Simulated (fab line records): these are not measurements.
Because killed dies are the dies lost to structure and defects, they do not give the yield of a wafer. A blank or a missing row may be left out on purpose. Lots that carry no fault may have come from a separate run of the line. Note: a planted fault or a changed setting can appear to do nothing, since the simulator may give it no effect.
Which tool is to blame? / flow sfq_line / 39 wafers from 13 lots sampled at 3 of the route's 325 steps

## WHAT EACH GAUGE READ, for each wafer
SFQ_M8_RS_MEAS_949: measurement is done with a four-point probe. Usual: M8_AU_RS gives 0.1539 ohm/sq (standard deviation 0.0014).
lot=L177; measured=day 79 08:26; on=film_metro-03; M8_AU_RS (ohm/sq)=0.1549 0.1523 0.1535; flag=
lot=L178; measured=day 79 10:59; on=film_metro-03; M8_AU_RS (ohm/sq)=0.1540 0.1526 0.1525; flag=
lot=L179; measured=day 83 20:27; on=film_metro-03; M8_AU_RS (ohm/sq)=0.1561 0.1547 0.1559; flag=
lot=L180; measured=day 84 04:51; on=film_metro-04; M8_AU_RS (ohm/sq)=0.1524 0.1529 0.1529; flag=
lot=L186; measured=day 85 07:03; on=film_metro-01; M8_AU_RS (ohm/sq)=0.1545 0.1543 0.1552; flag=
lot=L187; measured=day 85 11:51; on=film_metro-04; M8_AU_RS (ohm/sq)=0.1546 0.1480 0.1542; flag=
lot=L192; measured=day 86 07:05; on=film_metro-01; M8_AU_RS (ohm/sq)=0.1565 0.1546 0.1568; flag=
lot=L195; measured=day 90 03:09; on=film_metro-03; M8_AU_RS (ohm/sq)=0.1555 0.1553 0.1553; flag=
lot=L196; measured=day 90 04:21; on=film_metro-03; M8_AU_RS (ohm/sq)=0.1556 0.1562 0.1559; flag=
lot=L197; measured=day 92 05:46; on=film_metro-03; M8_AU_RS (ohm/sq)=0.1540 0.1542 0.1535; flag=
lot=L198; measured=day 92 11:49; on=film_metro-04; M8_AU_RS (ohm/sq)=0.1503 0.1510 0.1513; flag=
lot=L199; measured=day 92 14:10; on=film_metro-04; M8_AU_RS (ohm/sq)=0.1548 0.1542 0.1549; flag=
lot=L200; measured=day 93 03:28; on=film_metro-04; M8_AU_RS (ohm/sq)=0.1558 0.1555 0.1547; flag=

SFQ_M8_THK_MEAS_950: measures by xrf. Usual: M8_AU_THK gives 179.9 nm (standard deviation 1.9).
lot=L177; measured=day 79 08:32; on=film_metro-03; M8_AU_THK (nm)=177.4 181.0 179.4; flag=
lot=L178; measured=day 79 11:05; on=film_metro-03; M8_AU_THK (nm)=179.0 180.9 180.2; flag=
lot=L179; measured=day 83 20:34; on=film_metro-03; M8_AU_THK (nm)=178.6 179.1 178.1; flag=
lot=L180; measured=day 84 04:58; on=film_metro-04; M8_AU_THK (nm)=181.9 180.0 180.6; flag=
lot=L186; measured=day 85 07:10; on=film_metro-01; M8_AU_THK (nm)=180.2 180.8 180.6; flag=
lot=L187; measured=day 85 11:58; on=film_metro-04; M8_AU_THK (nm)=177.8 187.6 179.3; flag=
lot=L192; measured=day 86 07:11; on=film_metro-01; M8_AU_THK (nm)=177.7 179.5 177.2; flag=
lot=L195; measured=day 90 03:16; on=film_metro-03; M8_AU_THK (nm)=178.4 178.0 179.0; flag=
lot=L196; measured=day 90 04:28; on=film_metro-03; M8_AU_THK (nm)=178.6 179.4 178.0; flag=
lot=L197; measured=day 92 05:53; on=film_metro-03; M8_AU_THK (nm)=180.3 180.1 181.2; flag=
lot=L198; measured=day 92 11:55; on=film_metro-04; M8_AU_THK (nm)=182.6 181.6 181.4; flag=
lot=L199; measured=day 92 14:17; on=film_metro-04; M8_AU_THK (nm)=176.9 177.0 176.2; flag=
lot=L200; measured=day 93 03:35; on=film_metro-04; M8_AU_THK (nm)=176.3 176.6 177.5; flag=

## WHICH TOOL RAN EACH LOT (tool, then ch and the chambers of the sampled wafers, then the start)
lot=L177; SFQ_TRILAYER_M8_DEP_EVAP_196=pvd_sputter-01, day 79 07:52
lot=L178; SFQ_TRILAYER_M8_DEP_EVAP_196=pvd_sputter-02, day 79 10:26
lot=L179; SFQ_TRILAYER_M8_DEP_EVAP_196=pvd_sputter-01, day 83 19:56
lot=L180; SFQ_TRILAYER_M8_DEP_EVAP_196=pvd_sputter-02, day 84 04:20
lot=L186; SFQ_TRILAYER_M8_DEP_EVAP_196=pvd_sputter-02, day 85 06:32
lot=L187; SFQ_TRILAYER_M8_DEP_EVAP_196=pvd_sputter-01, day 85 11:20
lot=L192; SFQ_TRILAYER_M8_DEP_EVAP_196=pvd_sputter-02, day 86 06:32
lot=L195; SFQ_TRILAYER_M8_DEP_EVAP_196=pvd_sputter-01, day 90 02:37
lot=L196; SFQ_TRILAYER_M8_DEP_EVAP_196=pvd_sputter-02, day 90 03:49
lot=L197; SFQ_TRILAYER_M8_DEP_EVAP_196=pvd_sputter-01, day 92 05:16
lot=L198; SFQ_TRILAYER_M8_DEP_EVAP_196=pvd_sputter-02, day 92 11:16
lot=L199; SFQ_TRILAYER_M8_DEP_EVAP_196=pvd_sputter-01, day 92 13:40
lot=L200; SFQ_TRILAYER_M8_DEP_EVAP_196=pvd_sputter-02, day 93 02:53
- SFQ_TRILAYER_M8_DEP_EVAP_196: material Au, target thk 180 nm, time 900 s.

## WHAT THE TOOLS THEMSELVES READ (means of the sampled wafers that have a number; where no wafer has one, the mark that the record gives instead)
The record holds no such reading with a usual standard deviation.

## THE ANSWER, worked out from the rows above alone
Rule: lot off if the mean of its wafers having a number is beyond 3 standard deviations from the usual mean. A lot without any number at a reading at which 4 lots or more have one is off too. All remaining lots with rows at the step are treated as sound. After the gauges, taken in route order, come the tools' own readings; for these a lot's mean is taken, as printed above. The first step at which some lot is off is used, and at that step the reading that is off furthest; a lot without a number counts as furthest.
None of the lots is off at any reading shown; this tells nothing.

## WHAT THE SIMULATOR PUT IN
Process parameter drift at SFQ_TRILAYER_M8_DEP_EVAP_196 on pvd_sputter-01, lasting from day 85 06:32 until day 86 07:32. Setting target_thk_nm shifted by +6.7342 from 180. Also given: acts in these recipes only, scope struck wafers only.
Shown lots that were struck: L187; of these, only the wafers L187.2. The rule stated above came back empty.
